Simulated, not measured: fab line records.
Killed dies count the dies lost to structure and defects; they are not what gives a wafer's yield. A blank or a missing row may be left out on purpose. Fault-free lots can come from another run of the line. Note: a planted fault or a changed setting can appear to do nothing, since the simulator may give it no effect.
fab line records / flow sky130
record: lots: 7 wafers: 21 last_day: 50
route steps=708 shown VT_ADJUST_HVTP@91 VT_ADJUST_LVTN@97
lots that met no fault: from a run of the same line without faults
start_h: start of the lot's first displayed wafer, in hours after the record's first day / wait_h: hours from the lot's prior step to this one / " same as the row above / L1.1+2: a row that stands for several wafers / - no value, or no start given / * or withheld: withheld / < > ~ a bound
route shown NAME@n: a module of which the file shows steps, and the number in the route of the first / usual: mean and standard deviation over wafers with no fault / same: alike in all rows / chamber/n: place in a boat / sites: the reading at each site / _std_site: their standard deviation / _edge_site: mean of outer sites minus mean of inner sites / radius_mm: how far each site lies from the wafer's centre / mask NAME#n: copy n / behind: the tool/chamber that last shaped the wafer / hold: reason for holding the lot/hours on hold/outcome of the hold / device: names the non-switching transistor (n, p or np) / end of line: at the end of the route, the tests of the same wafers / a step without rows: its recipe alone / killed: not the wafer's yield, but the dies lost to structure and defects at the first sort / map: per-die view of a wafer (x killed, . not killed, _ where there is no die)
set.NAME: the run value of the setting; set.NAME@STEP: its run value at that earlier step / model.NAME: the simulator's own value behind a step, which no gauge read
certain route steps with their lots: each step a table, each wafer a row
services: the hour from which a tool's chamber was out of use, counted from the record's first day as start_h (under 0 if before that day), plus the number of hours and why
== steps ==
step: SKY_VT_ADJUST_HVTP_DEVELOP_06
recipe: resist: NOVOLAK developer: TMAH develop_time_s: 60 dev_temp_c: 23
step: SKY_VT_ADJUST_HVTP_CD_MEAS_07
recipe: target_cd_nm: 380
usual: cd_nm: 380.1/2.5
lot.wafer=L309.2 tool=cd_sem-02 chamber=- start_h=173.01 wait_h=0.1 cd_nm=383.4
lot.wafer=L309.3 tool=cd_sem-02 chamber=- start_h=173.01 wait_h=0.1 cd_nm=382.2
lot.wafer=L309.5 tool=cd_sem-02 chamber=- start_h=173.01 wait_h=0.1 cd_nm=381.5
lot.wafer=L316.1 tool=cd_sem-02 chamber=- start_h=228.42 wait_h=0.1 cd_nm=377.1
lot.wafer=L316.3 tool=cd_sem-02 chamber=- start_h=228.42 wait_h=0.1 cd_nm=378.7
lot.wafer=L316.4 tool=cd_sem-02 chamber=- start_h=228.42 wait_h=0.1 cd_nm=378.6
lot.wafer=L315.1 tool=cd_sem-02 chamber=- start_h=229.84 wait_h=0.1 cd_nm=381.2
lot.wafer=L315.2 tool=cd_sem-02 chamber=- start_h=229.84 wait_h=0.1 cd_nm=382.6
lot.wafer=L315.5 tool=cd_sem-02 chamber=- start_h=229.84 wait_h=0.1 cd_nm=381.8
lot.wafer=L317.4 tool=cd_sem-02 chamber=- start_h=244.85 wait_h=0.1 cd_nm=380.9
lot.wafer=L317.5 tool=cd_sem-02 chamber=- start_h=244.85 wait_h=0.1 cd_nm=379.4
lot.wafer=L317.6 tool=cd_sem-02 chamber=- start_h=244.85 wait_h=0.1 cd_nm=381.0
lot.wafer=L319.1 tool=cd_sem-01 chamber=- start_h=254.38 wait_h=0.1 cd_nm=374.2
lot.wafer=L319.5 tool=cd_sem-01 chamber=- start_h=254.38 wait_h=0.1 cd_nm=376.0
lot.wafer=L319.6 tool=cd_sem-01 chamber=- start_h=254.38 wait_h=0.1 cd_nm=376.8
lot.wafer=L320.2 tool=cd_sem-01 chamber=- start_h=255.65 wait_h=0.1 cd_nm=380.7
lot.wafer=L320.3 tool=cd_sem-01 chamber=- start_h=255.65 wait_h=0.1 cd_nm=384.7
lot.wafer=L320.4 tool=cd_sem-01 chamber=- start_h=255.65 wait_h=0.1 cd_nm=383.4
lot.wafer=L323.1 tool=cd_sem-01 chamber=- start_h=285.19 wait_h=0.1 cd_nm=376.8
lot.wafer=L323.2 tool=cd_sem-01 chamber=- start_h=285.19 wait_h=0.1 cd_nm=375.9
lot.wafer=L323.6 tool=cd_sem-01 chamber=- start_h=285.19 wait_h=0.1 cd_nm=375.6
step: SKY_VT_ADJUST_HVTP_OVL_MEAS_08
usual: VT_ADJUST_HVTP_OVL: 0.6/1.4
lot.wafer=L309.2 tool=overlay-02 chamber=- start_h=173.11 wait_h=0.1 VT_ADJUST_HVTP_OVL[nm]=-0.3
lot.wafer=L309.3 tool=overlay-02 chamber=- start_h=173.11 wait_h=0.1 VT_ADJUST_HVTP_OVL[nm]=-0.2
lot.wafer=L309.5 tool=overlay-02 chamber=- start_h=173.11 wait_h=0.1 VT_ADJUST_HVTP_OVL[nm]=-1.5
lot.wafer=L316.1 tool=overlay-01 chamber=- start_h=228.54 wait_h=0.1 VT_ADJUST_HVTP_OVL[nm]=0.3
lot.wafer=L316.3 tool=overlay-01 chamber=- start_h=228.54 wait_h=0.1 VT_ADJUST_HVTP_OVL[nm]=-0.4
lot.wafer=L316.4 tool=overlay-01 chamber=- start_h=228.54 wait_h=0.1 VT_ADJUST_HVTP_OVL[nm]=0.0
lot.wafer=L315.1 tool=overlay-01 chamber=- start_h=229.96 wait_h=0.1 VT_ADJUST_HVTP_OVL[nm]=0.7
lot.wafer=L315.2 tool=overlay-01 chamber=- start_h=229.96 wait_h=0.1 VT_ADJUST_HVTP_OVL[nm]=-0.1
lot.wafer=L315.5 tool=overlay-01 chamber=- start_h=229.96 wait_h=0.1 VT_ADJUST_HVTP_OVL[nm]=2.1
lot.wafer=L317.4 tool=overlay-02 chamber=- start_h=244.93 wait_h=0.1 VT_ADJUST_HVTP_OVL[nm]=2.2
lot.wafer=L317.5 tool=overlay-02 chamber=- start_h=244.93 wait_h=0.1 VT_ADJUST_HVTP_OVL[nm]=1.7
lot.wafer=L317.6 tool=overlay-02 chamber=- start_h=244.93 wait_h=0.1 VT_ADJUST_HVTP_OVL[nm]=-0.1
lot.wafer=L319.1 tool=overlay-02 chamber=- start_h=254.50 wait_h=0.1 VT_ADJUST_HVTP_OVL[nm]=1.5
lot.wafer=L319.5 tool=overlay-02 chamber=- start_h=254.50 wait_h=0.1 VT_ADJUST_HVTP_OVL[nm]=2.4
lot.wafer=L319.6 tool=overlay-02 chamber=- start_h=254.50 wait_h=0.1 VT_ADJUST_HVTP_OVL[nm]=1.7
lot.wafer=L320.2 tool=overlay-02 chamber=- start_h=255.76 wait_h=0.1 VT_ADJUST_HVTP_OVL[nm]=-1.1
lot.wafer=L320.3 tool=overlay-02 chamber=- start_h=255.76 wait_h=0.1 VT_ADJUST_HVTP_OVL[nm]=-0.2
lot.wafer=L320.4 tool=overlay-02 chamber=- start_h=255.76 wait_h=0.1 VT_ADJUST_HVTP_OVL[nm]=-1.1
lot.wafer=L323.1 tool=overlay-01 chamber=- start_h=285.31 wait_h=0.1 VT_ADJUST_HVTP_OVL[nm]=1.3
lot.wafer=L323.2 tool=overlay-01 chamber=- start_h=285.31 wait_h=0.1 VT_ADJUST_HVTP_OVL[nm]=0.0
lot.wafer=L323.6 tool=overlay-01 chamber=- start_h=285.31 wait_h=0.1 VT_ADJUST_HVTP_OVL[nm]=0.4
step: SKY_VT_ADJUST_HVTP_IMPLANT_09
recipe: species: As energy_kev: 150 dose_cm2: 4.3e+12 tilt_deg: withheld
step: SKY_VT_ADJUST_HVTP_STRIP_10
recipe: chemistry: O2/N2 power_w: 1400 pressure_mtorr: 1500 platen_temp_c: withheld o2_flow_sccm: 3000 n2_flow_sccm: 300 overash_fraction: 0.5
usual: chamber_pressure_mTorr: 1500.1/1.3 drypump_motor_current_A: 5.74/0.28 oes_product_au: 0.715/0.0051 strip_time_to_endpoint_s: 14.17/0.042
lot.wafer=L309.2 tool=plasma_asher-03 chamber=0 start_h=173.29 wait_h=0.1 chamber_pressure_mTorr=1499.0 drypump_motor_current_A=5.17 oes_product_au=0.717 rf_hours_counter_h=5 strip_time_to_endpoint_s=14.19
lot.wafer=L309.3 tool=plasma_asher-03 chamber=1 start_h=173.29 wait_h=0.1 chamber_pressure_mTorr=1500.1 drypump_motor_current_A=5.53 oes_product_au=0.715 rf_hours_counter_h=- strip_time_to_endpoint_s=14.16
lot.wafer=L309.5 tool=plasma_asher-03 chamber=1 start_h=173.29 wait_h=0.1 chamber_pressure_mTorr=1501.6 drypump_motor_current_A=5.56 oes_product_au=0.711 rf_hours_counter_h=- strip_time_to_endpoint_s=14.17
lot.wafer=L316.1 tool=plasma_asher-04 chamber=1 start_h=228.73 wait_h=0.1 chamber_pressure_mTorr=1501.5 drypump_motor_current_A=5.70 oes_product_au=0.714 rf_hours_counter_h=55 strip_time_to_endpoint_s=14.17
lot.wafer=L316.3 tool=plasma_asher-04 chamber=1 start_h=228.73 wait_h=0.1 chamber_pressure_mTorr=1501.0 drypump_motor_current_A=5.71 oes_product_au=0.713 rf_hours_counter_h=- strip_time_to_endpoint_s=14.24
lot.wafer=L316.4 tool=plasma_asher-04 chamber=0 start_h=228.73 wait_h=0.1 chamber_pressure_mTorr=1499.2 drypump_motor_current_A=5.79 oes_product_au=0.719 rf_hours_counter_h=- strip_time_to_endpoint_s=14.23
lot.wafer=L315.1 tool=plasma_asher-04 chamber=1 start_h=230.15 wait_h=0.1 chamber_pressure_mTorr=1502.3 drypump_motor_current_A=5.73 oes_product_au=0.708 rf_hours_counter_h=55 strip_time_to_endpoint_s=14.23
lot.wafer=L315.2 tool=plasma_asher-04 chamber=0 start_h=230.15 wait_h=0.1 chamber_pressure_mTorr=1500.5 drypump_motor_current_A=5.79 oes_product_au=0.719 rf_hours_counter_h=55 strip_time_to_endpoint_s=14.22
lot.wafer=L315.5 tool=plasma_asher-04 chamber=0 start_h=230.15 wait_h=0.1 chamber_pressure_mTorr=1500.8 drypump_motor_current_A=5.77 oes_product_au=0.715 rf_hours_counter_h=- strip_time_to_endpoint_s=14.20
lot.wafer=L317.4 tool=plasma_asher-02 chamber=0 start_h=245.13 wait_h=0.1 chamber_pressure_mTorr=1499.9 drypump_motor_current_A=5.94 oes_product_au=0.719 rf_hours_counter_h=- strip_time_to_endpoint_s=14.14
lot.wafer=L317.5 tool=plasma_asher-02 chamber=0 start_h=245.13 wait_h=0.1 chamber_pressure_mTorr=1500.7 drypump_motor_current_A=5.95 oes_product_au=0.715 rf_hours_counter_h=- strip_time_to_endpoint_s=14.18
lot.wafer=L317.6 tool=plasma_asher-02 chamber=1 start_h=245.13 wait_h=0.1 chamber_pressure_mTorr=1500.2 drypump_motor_current_A=6.08 oes_product_au=0.711 rf_hours_counter_h=- strip_time_to_endpoint_s=14.17
lot.wafer=L319.1 tool=plasma_asher-04 chamber=1 start_h=254.69 wait_h=0.1 chamber_pressure_mTorr=1499.8 drypump_motor_current_A=5.71 oes_product_au=0.718 rf_hours_counter_h=57 strip_time_to_endpoint_s=14.21
lot.wafer=L319.5 tool=plasma_asher-04 chamber=0 start_h=254.69 wait_h=0.1 chamber_pressure_mTorr=1499.2 drypump_motor_current_A=5.77 oes_product_au=0.719 rf_hours_counter_h=- strip_time_to_endpoint_s=14.25
lot.wafer=L319.6 tool=plasma_asher-04 chamber=1 start_h=254.69 wait_h=0.1 chamber_pressure_mTorr=1501.9 drypump_motor_current_A=5.67 oes_product_au=0.712 rf_hours_counter_h=- strip_time_to_endpoint_s=14.16
lot.wafer=L320.2 tool=plasma_asher-02 chamber=0 start_h=255.94 wait_h=0.1 chamber_pressure_mTorr=1500.3 drypump_motor_current_A=5.94 oes_product_au=0.729 rf_hours_counter_h=43 strip_time_to_endpoint_s=14.17
lot.wafer=L320.3 tool=plasma_asher-02 chamber=1 start_h=255.94 wait_h=0.1 chamber_pressure_mTorr=1500.9 drypump_motor_current_A=6.07 oes_product_au=0.716 rf_hours_counter_h=- strip_time_to_endpoint_s=14.14
lot.wafer=L320.4 tool=plasma_asher-02 chamber=0 start_h=255.94 wait_h=0.1 chamber_pressure_mTorr=1498.1 drypump_motor_current_A=5.94 oes_product_au=0.712 rf_hours_counter_h=- strip_time_to_endpoint_s=14.13
lot.wafer=L323.1 tool=plasma_asher-04 chamber=1 start_h=285.49 wait_h=0.1 chamber_pressure_mTorr=1498.0 drypump_motor_current_A=5.72 oes_product_au=0.724 rf_hours_counter_h=60 strip_time_to_endpoint_s=14.21
lot.wafer=L323.2 tool=plasma_asher-04 chamber=0 start_h=285.49 wait_h=0.1 chamber_pressure_mTorr=1501.9 drypump_motor_current_A=5.77 oes_product_au=0.721 rf_hours_counter_h=60 strip_time_to_endpoint_s=14.19
lot.wafer=L323.6 tool=plasma_asher-04 chamber=0 start_h=285.49 wait_h=0.1 chamber_pressure_mTorr=1499.9 drypump_motor_current_A=5.78 oes_product_au=0.720 rf_hours_counter_h=- strip_time_to_endpoint_s=14.17
step: SKY_VT_ADJUST_HVTP_TW_MEAS_11
usual: VT_ADJUST_HVTP_TW: 1351/9.9
lot.wafer=L309.2 tool=film_metro-03 chamber=- start_h=173.40 wait_h=0.1 VT_ADJUST_HVTP_TW=1349
lot.wafer=L309.3 tool=film_metro-03 chamber=- start_h=173.40 wait_h=0.1 VT_ADJUST_HVTP_TW=1348
lot.wafer=L309.5 tool=film_metro-03 chamber=- start_h=173.40 wait_h=0.1 VT_ADJUST_HVTP_TW=1345
lot.wafer=L316.1 tool=film_metro-03 chamber=- start_h=228.83 wait_h=0.1 VT_ADJUST_HVTP_TW=1342
lot.wafer=L316.3 tool=film_metro-03 chamber=- start_h=228.83 wait_h=0.1 VT_ADJUST_HVTP_TW=1348
lot.wafer=L316.4 tool=film_metro-03 chamber=- start_h=228.83 wait_h=0.1 VT_ADJUST_HVTP_TW=1355
lot.wafer=L315.1 tool=film_metro-03 chamber=- start_h=230.25 wait_h=0.1 VT_ADJUST_HVTP_TW=1348
lot.wafer=L315.2 tool=film_metro-03 chamber=- start_h=230.25 wait_h=0.1 VT_ADJUST_HVTP_TW=1354
lot.wafer=L315.5 tool=film_metro-03 chamber=- start_h=230.25 wait_h=0.1 VT_ADJUST_HVTP_TW=1351
lot.wafer=L317.4 tool=film_metro-03 chamber=- start_h=245.23 wait_h=0.1 VT_ADJUST_HVTP_TW=1349
lot.wafer=L317.5 tool=film_metro-03 chamber=- start_h=245.23 wait_h=0.1 VT_ADJUST_HVTP_TW=1349
lot.wafer=L317.6 tool=film_metro-03 chamber=- start_h=245.23 wait_h=0.1 VT_ADJUST_HVTP_TW=1344
lot.wafer=L319.1 tool=film_metro-02 chamber=- start_h=254.79 wait_h=0.1 VT_ADJUST_HVTP_TW=1348
lot.wafer=L319.5 tool=film_metro-02 chamber=- start_h=254.79 wait_h=0.1 VT_ADJUST_HVTP_TW=1347
lot.wafer=L319.6 tool=film_metro-02 chamber=- start_h=254.79 wait_h=0.1 VT_ADJUST_HVTP_TW=1340
lot.wafer=L320.2 tool=film_metro-02 chamber=- start_h=256.05 wait_h=0.1 VT_ADJUST_HVTP_TW=1349
lot.wafer=L320.3 tool=film_metro-02 chamber=- start_h=256.05 wait_h=0.1 VT_ADJUST_HVTP_TW=1340
lot.wafer=L320.4 tool=film_metro-02 chamber=- start_h=256.05 wait_h=0.1 VT_ADJUST_HVTP_TW=1341
lot.wafer=L323.1 tool=film_metro-01 chamber=- start_h=285.62 wait_h=0.1 VT_ADJUST_HVTP_TW=1362
lot.wafer=L323.2 tool=film_metro-01 chamber=- start_h=285.62 wait_h=0.1 VT_ADJUST_HVTP_TW=1360
lot.wafer=L323.6 tool=film_metro-01 chamber=- start_h=285.62 wait_h=0.1 VT_ADJUST_HVTP_TW=1354
step: SKY_VT_ADJUST_LVTN_DEHYDRATE_00
recipe: temp_c: 200 time_s: 60
step: SKY_VT_ADJUST_LVTN_HMDS_01
recipe: prime_time_s: 60 prime_temp_c: 120
step: SKY_VT_ADJUST_LVTN_COAT_02
recipe: spin_rpm: 2000 resist_thk_nm: 3000
step: SKY_VT_ADJUST_LVTN_SOFTBAKE_03
recipe: temp_c: 110 time_s: withheld
step: SKY_VT_ADJUST_LVTN_EXPOSE_04
recipe: mask_id: NWM_COMPLEMENT_LESS_NATIVE na: 0.6 source_shape: conventional sigma_outer: 0.6 polarization: unpolarized target_cd_nm: 840 dose_mj: 194
step: SKY_VT_ADJUST_LVTN_PEB_05
recipe: temp_c: 115 time_s: withheld
step: SKY_VT_ADJUST_LVTN_DEVELOP_06
recipe: wall_angle_deg: 90 developer: TMAH develop_time_s: 60 dev_temp_c: 23
usual: chill_plate_temp_C: 23.02/0.11 develop_time_s: 60/0
lot.wafer=L309.2 tool=litho_track-01 chamber=0 start_h=193 wait_h=- chill_plate_temp_C=22.96 develop_time_s=60
lot.wafer=L309.3 tool=litho_track-01 chamber=0 start_h=193 wait_h=- chill_plate_temp_C=22.86 develop_time_s=60
lot.wafer=L309.5 tool=litho_track-01 chamber=0 start_h=193 wait_h=- chill_plate_temp_C=22.97 develop_time_s=60
lot.wafer=L316.1 tool=litho_track-04 chamber=- start_h=251 wait_h=- chill_plate_temp_C=- develop_time_s=-
lot.wafer=L316.3 tool=litho_track-04 chamber=- start_h=251 wait_h=- chill_plate_temp_C=- develop_time_s=-
lot.wafer=L316.4 tool=litho_track-04 chamber=- start_h=251 wait_h=- chill_plate_temp_C=- develop_time_s=-
lot.wafer=L315.1 tool=litho_track-01 chamber=- start_h=252 wait_h=- chill_plate_temp_C=- develop_time_s=-
lot.wafer=L315.2 tool=litho_track-01 chamber=- start_h=252 wait_h=- chill_plate_temp_C=- develop_time_s=-
lot.wafer=L315.5 tool=litho_track-01 chamber=- start_h=252 wait_h=- chill_plate_temp_C=- develop_time_s=-
lot.wafer=L317.4 tool=litho_track-03 chamber=- start_h=268 wait_h=- chill_plate_temp_C=- develop_time_s=-
lot.wafer=L317.5 tool=litho_track-03 chamber=- start_h=268 wait_h=- chill_plate_temp_C=- develop_time_s=-
lot.wafer=L317.6 tool=litho_track-03 chamber=- start_h=268 wait_h=- chill_plate_temp_C=- develop_time_s=-
lot.wafer=L319.1 tool=litho_track-01 chamber=0 start_h=278 wait_h=- chill_plate_temp_C=23.03 develop_time_s=60
lot.wafer=L319.5 tool=litho_track-01 chamber=0 start_h=278 wait_h=- chill_plate_temp_C=23.11 develop_time_s=60
lot.wafer=L319.6 tool=litho_track-01 chamber=0 start_h=278 wait_h=- chill_plate_temp_C=22.88 develop_time_s=60
lot.wafer=L320.2 tool=litho_track-03 chamber=0 start_h=280 wait_h=- chill_plate_temp_C=23.08 develop_time_s=60
lot.wafer=L320.3 tool=litho_track-03 chamber=0 start_h=280 wait_h=- chill_plate_temp_C=23.05 develop_time_s=60
lot.wafer=L320.4 tool=litho_track-03 chamber=0 start_h=280 wait_h=- chill_plate_temp_C=23.12 develop_time_s=60
lot.wafer=L323.1 tool=litho_track-03 chamber=0 start_h=312 wait_h=- chill_plate_temp_C=22.80 develop_time_s=60
lot.wafer=L323.2 tool=litho_track-03 chamber=0 start_h=312 wait_h=- chill_plate_temp_C=22.69 develop_time_s=60
lot.wafer=L323.6 tool=litho_track-03 chamber=0 start_h=312 wait_h=- chill_plate_temp_C=22.87 develop_time_s=60
step: SKY_VT_ADJUST_LVTN_OVL_MEAS_07
usual: VT_ADJUST_LVTN_OVL: 0.2/1.3
lot.wafer=L309.2 tool=overlay-01 chamber=- start_h=193.65 wait_h=- VT_ADJUST_LVTN_OVL[nm]=1.6
lot.wafer=L309.3 tool=overlay-01 chamber=- start_h=193.65 wait_h=- VT_ADJUST_LVTN_OVL[nm]=-0.3
lot.wafer=L309.5 tool=overlay-01 chamber=- start_h=193.65 wait_h=- VT_ADJUST_LVTN_OVL[nm]=-1.2
lot.wafer=L316.1 tool=overlay-01 chamber=- start_h=251.93 wait_h=- VT_ADJUST_LVTN_OVL[nm]=-
lot.wafer=L316.3 tool=overlay-01 chamber=- start_h=251.93 wait_h=- VT_ADJUST_LVTN_OVL[nm]=-
lot.wafer=L316.4 tool=overlay-01 chamber=- start_h=251.93 wait_h=- VT_ADJUST_LVTN_OVL[nm]=-
lot.wafer=L315.1 tool=overlay-02 chamber=- start_h=252.99 wait_h=- VT_ADJUST_LVTN_OVL[nm]=-
lot.wafer=L315.2 tool=overlay-02 chamber=- start_h=252.99 wait_h=- VT_ADJUST_LVTN_OVL[nm]=-
lot.wafer=L315.5 tool=overlay-02 chamber=- start_h=252.99 wait_h=- VT_ADJUST_LVTN_OVL[nm]=-
lot.wafer=L317.4 tool=overlay-02 chamber=- start_h=268.55 wait_h=- VT_ADJUST_LVTN_OVL[nm]=-
lot.wafer=L317.5 tool=overlay-02 chamber=- start_h=268.55 wait_h=- VT_ADJUST_LVTN_OVL[nm]=-
lot.wafer=L317.6 tool=overlay-02 chamber=- start_h=268.55 wait_h=- VT_ADJUST_LVTN_OVL[nm]=-
lot.wafer=L319.1 tool=overlay-02 chamber=- start_h=278.89 wait_h=- VT_ADJUST_LVTN_OVL[nm]=0.6
lot.wafer=L319.5 tool=overlay-02 chamber=- start_h=278.89 wait_h=- VT_ADJUST_LVTN_OVL[nm]=-0.4
lot.wafer=L319.6 tool=overlay-02 chamber=- start_h=278.89 wait_h=- VT_ADJUST_LVTN_OVL[nm]=2.7
lot.wafer=L320.2 tool=overlay-01 chamber=- start_h=280.24 wait_h=- VT_ADJUST_LVTN_OVL[nm]=-0.8
lot.wafer=L320.3 tool=overlay-01 chamber=- start_h=280.24 wait_h=- VT_ADJUST_LVTN_OVL[nm]=0.0
lot.wafer=L320.4 tool=overlay-01 chamber=- start_h=280.24 wait_h=- VT_ADJUST_LVTN_OVL[nm]=0.1
lot.wafer=L323.1 tool=overlay-02 chamber=- start_h=312.23 wait_h=- VT_ADJUST_LVTN_OVL[nm]=-0.4
lot.wafer=L323.2 tool=overlay-02 chamber=- start_h=312.23 wait_h=- VT_ADJUST_LVTN_OVL[nm]=1.6
lot.wafer=L323.6 tool=overlay-02 chamber=- start_h=312.23 wait_h=- VT_ADJUST_LVTN_OVL[nm]=-0.7
== services ==
tool=plasma_asher-04 chamber=- start_h=161.13 hours=4.4 kind=repair
tool=plasma_asher-02 chamber=- start_h=163.91 hours=2.8 kind=pm
tool=plasma_asher-04 chamber=- start_h=257.49 hours=4.1 kind=repair
tool=plasma_asher-03 chamber=- start_h=287.31 hours=7.6 kind=repair
tool=plasma_asher-04 chamber=- start_h=304.95 hours=5.3 kind=repair
== key ==
first_sign: step: SKY_VT_ADJUST_LVTN_DEVELOP_06 reading: tool_record direction: missing
effect none on later readings
met_at SKY_VT_ADJUST_LVTN_DEVELOP_06
struck_wafers L315.1,L315.2,L315.5,L316.1,L316.3,L316.4,L317.4,L317.5,L317.6
sort_left_out L315.1,L315.2,L315.5,L316.1,L316.3,L316.4,L317.4,L317.5,L317.6
tester_left_out L315,L316,L317
onset_between 193 251
fault: kind: skipped_step_whole tool: litho_track-01,litho_track-03,litho_track-04 chamber: - onset_h: 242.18 steps: SKY_VT_ADJUST_LVTN_DEVELOP_06 scope: struck_lots_only
tester_left_out: of these lots the tester's yield and bins aren't shown, on N5 and GAA mostly nor the transistor test; their killed dies are dies lost to structure and defects alone, not to doping, threshold or leakage, so they don't give the yield
sort_left_out: the simulated sort isn't trusted on such a fault, so these wafers' sort isn't shown, and their yield isn't known
